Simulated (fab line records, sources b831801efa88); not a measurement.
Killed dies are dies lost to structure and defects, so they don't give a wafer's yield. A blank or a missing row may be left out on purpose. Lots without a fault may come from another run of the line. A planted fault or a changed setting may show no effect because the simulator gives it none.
A struck lot beside a sound one | flow sky130 | 15 steps out of a route of 708
Sound: wafers L149.2, L149.3, L149.5. Struck: wafer L160.1. (L160.6 of the same lot was not struck and is left out.) The cause comes at the end.
At each step with rows: each side's tool, then ch and its chambers, then its first start. Under that, the readings that differ: sound wafers | struck wafers | difference of the means | sigmas: that difference in standard deviations of wafers without a fault.
alike: readings whose means differ by less than 2 such deviations, and words and numbers that are the same on both sides. not compared: withheld readings, readings that some wafer has no value for, bounds like >300 that may hide the same value, and numbers for which the record gives no deviation and whose values overlap.
The two part at a step that has a row with sigmas, a row that says differs or no value, or rows on one side only. Numbers that don't overlap but have no deviation are shown without sigmas and don't part them. A reading that every wafer of one side lacks parts them only if that side has two wafers or more.

SKY_VIA1_CMP_24: polishes, stops on SiO2, t overpolish 15 s, target thk 0 nm.
  sound on cmp-01 ch 1,3, day 35 06:41; struck on cmp-02 ch 2, day 38 01:32
  alike: motor_current_A, overpolish_run_s, retaining_ring_pressure_frac, slurry_filter_dp_kPa, time_to_endpoint_s
SKY_METAL2_SPUTTER_00: material Ti, target thk 15 nm, time 10 s.
  sound on pvd_sputter-04, day 35 06:56; struck on pvd_sputter-02, day 38 01:50
  alike: cathode_dc_power_W, throttle_valve_pct
SKY_METAL2_SPUTTER_01: material TiN, target thk 20 nm, time 16.7 s.
  sound on pvd_sputter-04, day 35 06:57; struck on pvd_sputter-02, day 38 01:51
  alike: cathode_dc_power_W, throttle_valve_pct
SKY_METAL2_SPUTTER_02: material AlCu, target thk 250 nm, time 13.3 s.
  sound on pvd_sputter-04, day 35 06:58; struck on pvd_sputter-02, day 38 01:53
  alike: cathode_dc_power_W, throttle_valve_pct
SKY_METAL2_SPUTTER_03: material Ti, target thk 5 nm, time 3.3 s.
  sound on pvd_sputter-04, day 35 07:00; struck on pvd_sputter-02, day 38 01:54
  alike: cathode_dc_power_W, throttle_valve_pct
then, 1 step without rows for these wafers: SKY_METAL2_SPUTTER_04 (material TiN, target thk 70 nm, time 58.3 s).
SKY_METAL2_RS_MEAS_05: measures by four-point-probe.
  sound on film_metro-03, day 35 07:05; struck on film_metro-02, day 38 01:58
  alike: METAL2_ALCU_RS
SKY_METAL2_THK_MEAS_06: measures by xrf.
  sound on film_metro-03, day 35 07:12; struck on film_metro-02, day 38 02:05
  alike: METAL2_ALCU_THK
then, 4 steps without rows for these wafers: SKY_METAL2_DEHYDRATE_07 (time 60 s); SKY_METAL2_HMDS_08 (prime time 60 s); SKY_METAL2_COAT_09 (resist thk 60 nm); SKY_METAL2_COAT_10 (resist thk 450 nm).
SKY_METAL2_SOFTBAKE_11: time 90 s.
  sound on litho_track-02 ch 0, day 35 20:00; struck on litho_track-02 ch 0, day 38 12:00
  reading          | sound                | struck | difference | sigmas
  run_length_s (s) | 119.47 119.58 119.45 | 127.84 | +8.34      | +49
  alike: resist_line_temp_C
then, 1 step without rows for these wafers: SKY_METAL2_EXPOSE_12 (exposes mask MM2, target cd 140 nm).
-- the record jumps here: 10 days lie between the struck wafers' starts before and after (it left off in module METAL2 and takes up again in module PAD_OPEN, whose first step shown is number 708 of the route) --
SKY_PAD_OPEN_PROBE_99:
  sound on prober-01, day 46 11:38; struck on prober-01, day 48 14:17
  reading            | sound    | struck | difference | sigmas
  killed_at_M0_to_M3 | 50 50 51 | 38     | -12        | -2
  killed_at_contacts | 17 18 23 | 33     | +14        | +3
  alike: defect_limited_yield, killed_at_M4_up, killed_at_front_end, killed_at_other, killed_dies, killed_open, killed_short, sort_bin_3_pad_short, sort_bin_5_function, sort_bin_6_memory, sort_n_pass, sort_yield_pct

WHERE THEY PART
First at SKY_METAL2_SOFTBAKE_11; last, within this record, at SKY_PAD_OPEN_PROBE_99.

WHY: what the simulator had put in
Process parameter drift: litho_track-02, from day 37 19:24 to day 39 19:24, at SKY_METAL2_SOFTBAKE_11. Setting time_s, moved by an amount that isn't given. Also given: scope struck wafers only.
